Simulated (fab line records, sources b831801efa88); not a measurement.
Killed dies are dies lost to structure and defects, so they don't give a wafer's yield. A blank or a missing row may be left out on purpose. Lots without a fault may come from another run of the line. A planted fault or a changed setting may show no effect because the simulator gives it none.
Which tool did it? | flow sky130 | 12 lots, 36 wafers sampled, at 5 steps of a route of 708

WHAT THE GAUGES READ, wafer by wafer
The record holds no reading of a measuring or inspecting step that can be judged against a usual standard deviation.

WHICH TOOL RAN EACH LOT (tool, then ch and the chambers of the sampled wafers, then the start)
lot  | SKY_VIA1_ETCH_15                   | SKY_VIA1_CMP_24               | SKY_METAL2_SPUTTER_02        | SKY_METAL2_SPUTTER_03        | SKY_PAD_OPEN_PROBE_99
L665 | rie_diel-02 ch 0,3, day 34 05:46   | cmp-02 ch 0,1,2, day 34 06:51 | pvd_sputter-04, day 34 07:05 | pvd_sputter-04, day 34 07:07 | -
L666 | rie_diel-03 ch 1,3, day 34 06:07   | cmp-02 ch 1,3, day 34 07:09   | pvd_sputter-01, day 34 07:26 | pvd_sputter-01, day 34 07:28 | -
L667 | rie_diel-02 ch 2,3, day 34 20:10   | cmp-02 ch 0,1,3, day 34 21:15 | pvd_sputter-01, day 34 21:30 | pvd_sputter-01, day 34 21:32 | -
L669 | rie_diel-01 ch 0,1,3, day 36 09:00 | cmp-01 ch 1,2,3, day 36 10:11 | pvd_sputter-03, day 36 10:26 | pvd_sputter-03, day 36 10:27 | -
L668 | rie_diel-01 ch 0,1, day 36 10:37   | cmp-01 ch 0,1,3, day 36 11:43 | pvd_sputter-04, day 36 11:58 | pvd_sputter-04, day 36 11:59 | prober-02, day 47 15:05
L671 | rie_diel-01 ch 0,1,2, day 36 15:32 | cmp-02 ch 0,1,3, day 36 16:36 | pvd_sputter-01, day 36 16:54 | pvd_sputter-01, day 36 16:55 | prober-01, day 47 19:42
L673 | rie_diel-01 ch 0,3, day 36 21:48   | cmp-01 ch 2,3, day 36 22:47   | pvd_sputter-01, day 36 23:07 | pvd_sputter-01, day 36 23:09 | prober-02, day 47 22:54
L674 | rie_diel-01 ch 1,2, day 37 01:31   | cmp-02 ch 1,2,3, day 37 02:36 | pvd_sputter-03, day 37 02:50 | pvd_sputter-03, day 37 02:52 | prober-02, day 48 03:28
L678 | rie_diel-03 ch 0,2,3, day 38 08:49 | cmp-01 ch 0,1,3, day 38 09:51 | pvd_sputter-03, day 38 10:09 | pvd_sputter-03, day 38 10:10 | prober-01, day 49 03:04
L684 | rie_diel-01 ch 0,1,2, day 40 05:03 | cmp-02 ch 2,3, day 40 06:04   | -                            | -                            | prober-01, day 50 07:47
L683 | rie_diel-02 ch 2,3, day 40 05:59   | cmp-02 ch 0,1,2, day 40 07:03 | -                            | -                            | prober-01, day 50 09:46
L686 | rie_diel-02 ch 2,3, day 41 00:42   | cmp-01 ch 1,2,3, day 41 01:46 | pvd_sputter-03, day 41 02:01 | pvd_sputter-03, day 41 02:02 | -
- SKY_VIA1_ETCH_15: etches SiO2 in C4F8/O2/Ar, stops on TiN, target depth 351 nm, time 54 s.
- SKY_VIA1_CMP_24: polishes, stops on SiO2, t overpolish 15 s, target thk 0 nm.
- SKY_METAL2_SPUTTER_02: material AlCu, target thk 250 nm, time 13.3 s.
- SKY_METAL2_SPUTTER_03: material Ti, target thk 5 nm, time 3.3 s.
- SKY_PAD_OPEN_PROBE_99

WHAT THE TOOLS THEMSELVES READ (means of the sampled wafers that have a number; where no wafer has one, the mark that the record gives instead)
SKY_VIA1_ETCH_15.
lot  | tool        | oes_product_au (a.u.)
L665 | rie_diel-02 | 0.978
L666 | rie_diel-03 | 0.978
L667 | rie_diel-02 | 0.979
L669 | rie_diel-01 | 0.979
L668 | rie_diel-01 | 0.981
L671 | rie_diel-01 | 0.978
L673 | rie_diel-01 | 0.981
L674 | rie_diel-01 | 0.989
L678 | rie_diel-03 | 0.976
L684 | rie_diel-01 | 0.987
L683 | rie_diel-02 | 0.984
L686 | rie_diel-02 | 0.987

SKY_VIA1_CMP_24.
lot  | tool   | head_pressure_psi (psi) | motor_current_A (A) | overpolish_run_s (s) | time_to_endpoint_s (s)
L665 | cmp-02 | 3.501                   | 11.3                | 15.003               | 70
L666 | cmp-02 | 3.495                   | 10.0                | 14.992               | 65
L667 | cmp-02 | 3.506                   | 10.1                | 14.993               | 72
L669 | cmp-01 | 3.504                   | 11.3                | 15.007               | 69
L668 | cmp-01 | 3.498                   | 11.8                | 15.001               | 66
L671 | cmp-02 | 3.498                   | 10.3                | 15.003               | 69
L673 | cmp-01 | 3.507                   | 11.0                | 15.002               | 67
L674 | cmp-02 | 3.505                   | 10.2                | 14.996               | 71
L678 | cmp-01 | 3.492                   | 12.1                | 15.004               | 64
L684 | cmp-02 | 3.504                   | 10.6                | 0.042                | 105
L683 | cmp-02 | 3.503                   | 11.3                | 0.040                | 103
L686 | cmp-01 | 3.501                   | 11.0                | 14.995               | 66

SKY_METAL2_SPUTTER_02.
lot  | tool           | throttle_valve_pct (%)
L665 | pvd_sputter-04 | 30.3
L666 | pvd_sputter-01 | 29.2
L667 | pvd_sputter-01 | 29.0
L669 | pvd_sputter-03 | 30.1
L668 | pvd_sputter-04 | 30.4
L671 | pvd_sputter-01 | 29.4
L673 | pvd_sputter-01 | 29.2
L674 | pvd_sputter-03 | 28.4
L678 | pvd_sputter-03 | 29.0
L686 | pvd_sputter-03 | 28.2

SKY_METAL2_SPUTTER_03.
lot  | tool           | throttle_valve_pct (%)
L665 | pvd_sputter-04 | 30.4
L666 | pvd_sputter-01 | 29.4
L667 | pvd_sputter-01 | 29.2
L669 | pvd_sputter-03 | 30.2
L668 | pvd_sputter-04 | 30.4
L671 | pvd_sputter-01 | 29.5
L673 | pvd_sputter-01 | 29.3
L674 | pvd_sputter-03 | 28.5
L678 | pvd_sputter-03 | 29.1
L686 | pvd_sputter-03 | 28.2

SKY_PAD_OPEN_PROBE_99.
lot  | tool      | defect_limited_yield (%) | killed_at_M0_to_M3 | killed_at_M4_up | killed_at_contacts | killed_at_front_end | killed_at_other | killed_dies | killed_on_rim | killed_open | killed_short | sort_bin_3_pad_short (%) | sort_bin_5_function (%) | sort_bin_6_memory (%) | sort_n_pass | sort_yield_pct (%)
L668 | prober-02 | 83.5                     | 36                 | 3.0             | 23                 | 18                  | 1.3             | 81          | 17            | 42          | 38           | 0.9                      | 10.0                    | 5.5                   | 411         | 83.5
L671 | prober-01 | 81.0                     | 49                 | 4.0             | 24                 | 16                  | 0.0             | 93          | 17            | 52          | 41           | 1.1                      | 11.3                    | 6.6                   | 399         | 81.0
L673 | prober-02 | 82.4                     | 44                 | 2.3             | 19                 | 21                  | 0.0             | 87          | 18            | 51          | 35           | 1.0                      | 11.3                    | 5.3                   | 405         | 82.4
L674 | prober-02 | 83.6                     | 35                 | 4.0             | 29                 | 12                  | 0.3             | 80          | 19            | 44          | 36           | 0.7                      | 9.3                     | 6.2                   | 412         | 83.6
L678 | prober-01 | 82.3                     | 48                 | 2.7             | 24                 | 12                  | 0.3             | 87          | 16            | 48          | 39           | 1.2                      | 9.7                     | 6.8                   | 405         | 82.3
L684 | prober-01 | 0.0                      | 450                | 2.7             | 25                 | 13                  | 0.7             | 492         | 96            | 41          | 45           | 84.0                     | 9.4                     | 6.6                   | 0           | 0.0
L683 | prober-01 | 0.0                      | 455                | 2.0             | 19                 | 17                  | 0.0             | 492         | 96            | 41          | 36           | 85.4                     | 8.6                     | 6.0                   | 0           | 0.0

THE ANSWER, worked out from the rows above alone
Rule: what is usual is taken from the lots themselves. Put in order of their means at a reading, lots are off if they are a third of the lots or fewer, leave a main group of 4 or more, and stand apart from it by a gap of 3 or more times the standard deviation of the main group's means; of several such gaps the widest counts. A main group whose means are all the same, to the digits that the tables above print for the reading, isn't used. A lot without any number at a reading at which 4 lots or more have one is off too. The other lots that the step has rows for count as sound. The gauges are gone through in route order, then the tools' own readings, and for those a lot's mean is taken as printed above. The first step at which some lot is off is used, and at that step the reading that is off furthest; a lot without a number counts as furthest.
Off: L684, L683, at SKY_VIA1_CMP_24 (overpolish_run_s). The main group: mean 15.000 s, standard deviation 0.0049.
A tool fits if, at that step or a process step before it, it ran every lot that is off, and no sound lot after the first of them. One fits: cmp-02 at SKY_VIA1_CMP_24. Its last sound lot is L674 (day 37 02:36), its first lot that is off L684 (day 40 06:04): a fault that began between those two fits.
The tool's own readings at SKY_VIA1_CMP_24 bear it out: on the lots that are off they differ by more than 5 times the standard deviation of the sound lots' means. overpolish_run_s reads 0.041 s there against 15.000 s on the sound lots; time_to_endpoint_s reads 104 s there against 68 s on the sound lots.

WHAT THE SIMULATOR HAD PUT IN
Process parameter drift: cmp-02, from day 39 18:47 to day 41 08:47, at SKY_VIA1_CMP_24. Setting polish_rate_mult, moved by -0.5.
Lots struck among those shown: L684, L683. The rule above found the same.
